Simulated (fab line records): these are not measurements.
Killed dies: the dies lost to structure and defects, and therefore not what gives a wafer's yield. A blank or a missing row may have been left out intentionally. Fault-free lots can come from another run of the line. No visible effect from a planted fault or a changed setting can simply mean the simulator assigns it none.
fab line records	flow sfq-line
record: lots: 14	wafers: 42	last-day: 77
route steps=325 shown I0@51 M3@131 A5B@209 R5@224
lots untouched by any fault: they come from a run of this same line in which no faults occurred
start-h: the number of hours between the record's first day and the start of the first shown wafer of the lot	wait-h: how many hours have passed since the lot's step before this one	" unchanged from the row above	L1.1+2: a single row standing in for several wafers	- no value present, or no start provided	* or withheld: withheld	< > ~ a bound
route shown NAME@n: names a module that has steps shown in the file, with the first one's number in the route	usual: the fault-free wafers' mean and standard deviation	same: alike in all rows	chamber/n: place in a boat	sites: readings site by site	_std_site: their standard deviation	_edge_site: mean of outer sites minus mean of inner sites	radius-mm: how far each site lies from the wafer's centre	mask NAME#n: copy n	behind: the last tool/chamber to shape the wafer	hold: the reason the lot was held/the length of the hold in hours/how it ended	device: the n, p or np transistor that did not switch	end of line: the route-end tests of the same wafers	a step given without rows: its recipe and nothing more	killed: not the wafer's yield, but the dies lost to structure and defects at the first sort	map: per-die view of a wafer (x killed, . not killed, _ where there is no die)
set.NAME: the setting as run; set.NAME@STEP: as run at that earlier step	model.NAME: the simulator's own value behind a step, which no gauge read
route steps across a sampled set of lots; one table per step, one row per wafer
services: when a tool's chamber went out of use (start-h, in hours from the record's first day, below 0 if earlier), for how many hours, and the reason
== steps ==
step: SFQ_TRILAYER_I0_VIA_LITHO_PEB_034
recipe: peb-temp-c: 115	peb-time-s: 60	resist: KrF
usual: chill-plate-temp-C: 22.99/0.1	exhaust-pa: 45.0/1
lot.wafer	tool	chamber	start-h	wait-h	chill-plate-temp-C	exhaust-pa
L870.2	litho-track-01	0	221.13	0.8	23.05	44.4
L870.3	"	0	"	"	22.86	44.0
L870.5	"	0	"	"	22.95	44.7
L871.2	litho-track-04	0	233.13	0.8	22.99	43.8
L871.4	"	0	"	"	22.88	43.8
L871.6	"	0	"	"	22.93	43.6
L872.1	litho-track-01	0	234.30	1.0	23.14	45.8
L872.3	"	0	"	"	23.09	44.6
L872.6	"	0	"	"	23.09	44.2
L873.1	litho-track-04	0	239.10	1.0	22.93	46.3
L873.2	"	0	"	"	23.01	45.9
L873.6	"	0	"	"	22.98	43.9
L874.1	litho-track-01	0	242.70	1.0	22.93	45.4
L874.3	"	0	"	"	22.86	45.5
L874.5	"	0	"	"	23.03	44.6
L875.1	litho-track-01	0	248.25	1.0	23.07	43.7
L875.2	"	0	"	"	23.07	43.1
L875.3	"	0	"	"	23.02	43.7
L878.3	litho-track-02	-	284.16	0.7	-	-
L878.4	"	-	"	"	-	-
L878.5	"	-	"	"	-	-
L879.1	litho-track-04	-	290.11	1.0	-	-
L879.3	"	-	"	"	-	-
L879.6	"	-	"	"	-	-
L887.3	litho-track-02	0	346.56	0.7	23.00	44.7
L887.5	"	0	"	"	23.00	45.5
L887.6	"	0	"	"	23.16	45.5
L888.1	litho-track-01	0	351.31	1.0	22.83	46.1
L888.2	"	0	"	"	22.96	46.1
L888.3	"	0	"	"	23.05	46.5
L889.1	litho-track-01	0	358.51	1.0	22.97	44.6
L889.2	"	0	"	"	23.02	45.5
L889.5	"	0	"	"	23.03	44.4
L890.2	litho-track-04	0	370.53	0.8	22.88	45.3
L890.3	"	0	"	"	23.01	44.4
L890.5	"	0	"	"	22.95	44.8
L892.4	litho-track-01	0	378.98	0.5	22.83	44.5
L892.5	"	0	"	"	22.93	45.8
L892.6	"	0	"	"	22.87	44.4
L893.2	litho-track-02	0	382.53	0.8	23.08	41.9
L893.5	"	0	"	"	23.24	43.8
L893.6	"	0	"	"	23.25	43.2
step: SFQ_TRILAYER_M3_STRIP_STRIP_079
recipe: gas: O2	power-w: 200	platen-temp-c: 40	overash-fraction: 0.65	chemistry: O2	pressure-mtorr: 50
usual: drypump-motor-current-A: 5.6/0.4	oes-product-au: 1.010/0.011
lot.wafer	tool	chamber	start-h	wait-h	drypump-motor-current-A	oes-product-au	rf-hours-counter-h
L870.2	rie-metal-04	1	651.92	0.1	5.8	1.018	5
L870.3	"	1	"	"	5.8	1.009	-
L870.5	"	1	"	"	5.8	1.015	-
L871.2	rie-metal-03	0	659.12	0.1	5.1	1.024	32
L871.4	"	0	"	"	5.1	1.012	-
L871.6	"	0	"	"	5.1	1.025	-
L872.1	rie-metal-04	1	662.72	0.1	5.8	1.018	6
L872.3	"	0	"	"	6.0	1.003	-
L872.6	"	1	"	"	5.9	1.014	-
L873.1	rie-metal-03	0	669.57	0.1	5.1	1.013	33
L873.2	"	1	"	"	5.3	1.014	22
L873.6	"	0	"	"	5.1	1.011	-
L874.1	rie-metal-03	0	671.97	0.1	5.1	1.020	34
L874.3	"	0	"	"	5.1	1.017	-
L874.5	"	1	"	"	5.3	1.004	-
L875.1	rie-metal-03	1	676.77	0.1	5.3	0.989	24
L875.2	"	0	"	"	5.1	0.997	35
L875.3	"	1	"	"	5.3	1.008	-
L878.3	rie-metal-02	0	699.77	0.2	6.4	1.004	-
L878.4	"	1	"	"	5.6	1.009	-
L878.5	"	1	"	"	5.6	0.996	-
L879.1	rie-metal-03	1	713.97	0.1	5.3	1.012	31
L879.3	"	1	"	"	5.3	1.016	-
L879.6	"	1	"	"	5.3	1.008	-
L887.3	rie-metal-03	1	770.25	0.3	5.3	1.007	-
L887.5	"	1	"	"	5.3	1.009	-
L887.6	"	0	"	"	5.1	1.011	-
L888.1	rie-metal-02	1	772.32	0.1	5.6	1.013	114
L888.2	"	0	"	"	6.3	0.995	95
L888.3	"	0	"	"	6.3	1.000	-
L889.1	rie-metal-03	0	783.12	0.1	5.1	1.023	53
L889.2	"	1	"	"	5.3	1.016	41
L889.5	"	0	"	"	5.1	1.024	-
L890.2	rie-metal-03	0	786.72	0.1	5.1	1.019	53
L890.3	"	0	"	"	5.1	1.016	-
L890.5	"	0	"	"	5.1	1.019	-
L892.4	rie-metal-04	0	797.72	0.2	6.0	1.002	-
L892.5	"	1	"	"	5.8	1.022	-
L892.6	"	0	"	"	6.0	0.998	-
L893.2	rie-metal-04	1	799.92	0.1	5.8	1.016	32
L893.5	"	0	"	"	6.0	0.989	-
L893.6	"	1	"	"	5.8	1.023	-
step: SFQ_TRILAYER_A5B_DEP_PECVD_129
recipe: material: SiO2	temp-c: 150	time-s: 133.33	pressure-torr: 2.4	rf-w: 183.3	precursor: SiH4/N2O	target-thk-nm: 600
usual: heater-power-w: 76/15	throttle-valve-pct: 25.4/0.8
same: time-s: 133.33
lot.wafer	tool	chamber	start-h	wait-h	heater-power-w	throttle-valve-pct
L870.2	pecvd-02	2	1085.26	0.0	105	24.3
L870.3	"	1	"	"	47	25.1
L870.5	"	1	"	"	51	25.0
L871.2	pecvd-04	1	1088.88	0.0	74	25.7
L871.4	"	2	"	"	88	25.4
L871.6	"	1	"	"	74	25.5
L872.1	pecvd-02	2	1092.03	0.0	102	24.8
L872.3	"	0	"	"	68	25.4
L872.6	"	0	"	"	71	25.1
L873.1	pecvd-04	2	1097.16	0.0	87	25.5
L873.2	"	0	"	"	67	24.7
L873.6	"	2	"	"	87	25.3
L874.1	pecvd-02	1	1112.58	0.0	53	25.1
L874.3	"	2	"	"	97	24.2
L874.5	"	2	"	"	103	24.4
L875.1	pecvd-04	0	1113.76	0.0	59	24.8
L875.2	"	2	"	"	87	25.3
L875.3	"	1	"	"	61	25.9
L878.3	pecvd-01	1	1130.61	0.0	92	27.1
L878.4	"	2	"	"	76	24.9
L878.5	"	2	"	"	81	24.6
L879.1	pecvd-04	1	1132.96	0.0	75	25.6
L879.3	"	2	"	"	90	25.3
L879.6	"	1	"	"	61	25.8
L887.3	pecvd-04	2	1197.86	0.0	86	25.4
L887.5	"	2	"	"	85	25.6
L887.6	"	1	"	"	74	25.9
L888.1	pecvd-02	2	1203.86	0.0	105	24.6
L888.2	"	0	"	"	75	25.3
L888.3	"	1	"	"	55	25.2
L889.1	pecvd-04	2	1209.86	0.0	90	25.6
L889.2	"	0	"	"	70	24.9
L889.5	"	2	"	"	90	25.8
L890.2	pecvd-01	1	1214.14	0.0	86	27.3
L890.3	"	0	"	"	68	27.0
L890.5	"	0	"	"	74	27.4
L892.4	pecvd-02	1	1226.71	0.0	52	25.5
L892.5	"	2	"	"	97	24.6
L892.6	"	0	"	"	78	25.7
L893.2	pecvd-04	0	1230.26	0.0	71	24.7
L893.5	"	2	"	"	88	25.5
L893.6	"	1	"	"	60	26.2
step: SFQ_TRILAYER_R5_BARC_OPEN_METAL_ETCH_177
recipe: mask-material: PR	chemistry: O2	target-depth-nm: 125	target: BARC	icp-w: 600	bias-w: 80	pressure-mtorr: 10	time-s: 41.7
usual: drypump-motor-current-A: 5.8/0.38	oes-product-au: 0.685/0.0048
same: time-s: 41.7
lot.wafer	tool	chamber	start-h	wait-h	drypump-motor-current-A	oes-product-au	rf-hours-counter-h
L870.2	rie-metal-01	1	1224.43	0.0	5.8	0.689	27
L870.3	"	1	"	"	5.8	0.682	-
L870.5	"	1	"	"	5.8	0.693	-
L871.2	rie-metal-04	1	1226.83	0.0	5.8	0.683	112
L871.4	"	1	"	"	5.8	0.687	-
L871.6	"	0	"	"	6.0	0.687	-
L872.1	rie-metal-01	1	1230.43	0.0	5.8	0.689	29
L872.3	"	0	"	"	5.0	0.687	-
L872.6	"	0	"	"	5.0	0.687	-
L873.1	rie-metal-01	0	1232.83	0.0	5.0	0.687	44
L873.2	"	1	"	"	5.8	0.692	29
L873.6	"	0	"	"	5.0	0.687	-
L874.1	rie-metal-01	0	1253.23	0.0	5.0	0.677	48
L874.3	"	1	"	"	5.8	0.689	-
L874.5	"	0	"	"	5.0	0.683	-
L875.1	rie-metal-04	1	1254.43	0.0	5.8	0.684	117
L875.2	"	0	"	"	6.0	0.681	134
L875.3	"	1	"	"	5.9	0.682	-
L878.3	rie-metal-04	0	1275.60	0.0	6.0	0.690	-
L878.4	"	1	"	"	5.8	0.686	-
L878.5	"	0	"	"	6.0	0.682	-
L879.1	rie-metal-02	0	1276.78	0.0	6.3	0.691	16
L879.3	"	1	"	"	5.6	0.679	-
L879.6	"	1	"	"	5.6	0.675	-
L887.3	rie-metal-04	1	1342.70	0.0	5.8	0.687	-
L887.5	"	1	"	"	5.8	0.682	-
L887.6	"	0	"	"	6.0	0.690	-
L888.1	rie-metal-02	0	1348.68	0.0	6.3	0.686	29
L888.2	"	1	"	"	5.6	0.680	44
L888.3	"	1	"	"	5.6	0.682	-
L889.1	rie-metal-01	1	1359.89	0.0	5.8	0.695	56
L889.2	"	0	"	"	5.0	0.675	62
L889.5	"	1	"	"	5.8	0.692	-
L890.2	rie-metal-02	1	1361.09	0.0	5.6	0.685	46
L890.3	"	0	"	"	6.3	0.679	-
L890.5	"	1	"	"	5.6	0.690	-
L892.4	rie-metal-04	1	1370.72	0.0	5.8	0.682	-
L892.5	"	0	"	"	6.0	0.686	-
L892.6	"	1	"	"	5.8	0.680	-
L893.2	rie-metal-04	0	1373.09	0.0	6.0	0.684	156
L893.5	"	0	"	"	6.0	0.685	-
L893.6	"	1	"	"	5.9	0.688	-
== services ==
tool	chamber	start-h	hours	kind
rie-metal-03	1	248.16	3.8	repair
pecvd-04	-	293.66	14.6	pm
rie-metal-03	0	354.18	1.6	repair
rie-metal-04	-	375.99	2.8	pm
pecvd-04	-	480.84	0.4	repair
pecvd-04	-	514.95	1.3	repair
pecvd-04	-	573.57	0.7	repair
rie-metal-04	1	601.87	2.0	repair
rie-metal-04	0	602.81	1.1	repair
pecvd-04	2	630.58	6.1	repair
pecvd-04	1	630.62	8.8	repair
rie-metal-03	-	634.14	0.8	repair
rie-metal-04	0	647.77	1.8	repair
pecvd-04	2	705.96	18.7	repair
rie-metal-04	0	744.87	3.7	repair
rie-metal-03	-	761.45	0.2	repair
rie-metal-04	0	894.63	3.3	repair
rie-metal-04	1	898.53	3.0	repair
rie-metal-03	-	938.81	14.6	pm
rie-metal-03	0	1007.35	4.8	repair
rie-metal-03	1	1162.17	7.6	repair
rie-metal-03	0	1173.82	10.9	repair
rie-metal-04	-	1242.37	0.2	repair
rie-metal-03	-	1244.32	2.8	pm
== key ==
first-sign: step: SFQ_TRILAYER_I0_VIA_LITHO_PEB_034	reading: tool-record	direction: missing
effect none on later readings
met-at SFQ_TRILAYER_I0_VIA_LITHO_PEB_034
struck-lots L878,L879
not-acting-at SFQ_TRILAYER_M3_STRIP_STRIP_079,SFQ_TRILAYER_A5B_DEP_PECVD_129,SFQ_TRILAYER_R5_BARC_OPEN_METAL_ETCH_177
onset-between 239.10 284.16
fault: kind: skipped-step-whole	tool: litho-track-02,litho-track-04	chamber: -	onset-h: 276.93	steps: SFQ_TRILAYER_I0_VIA_LITHO_PEB_034	scope: struck-lots-only
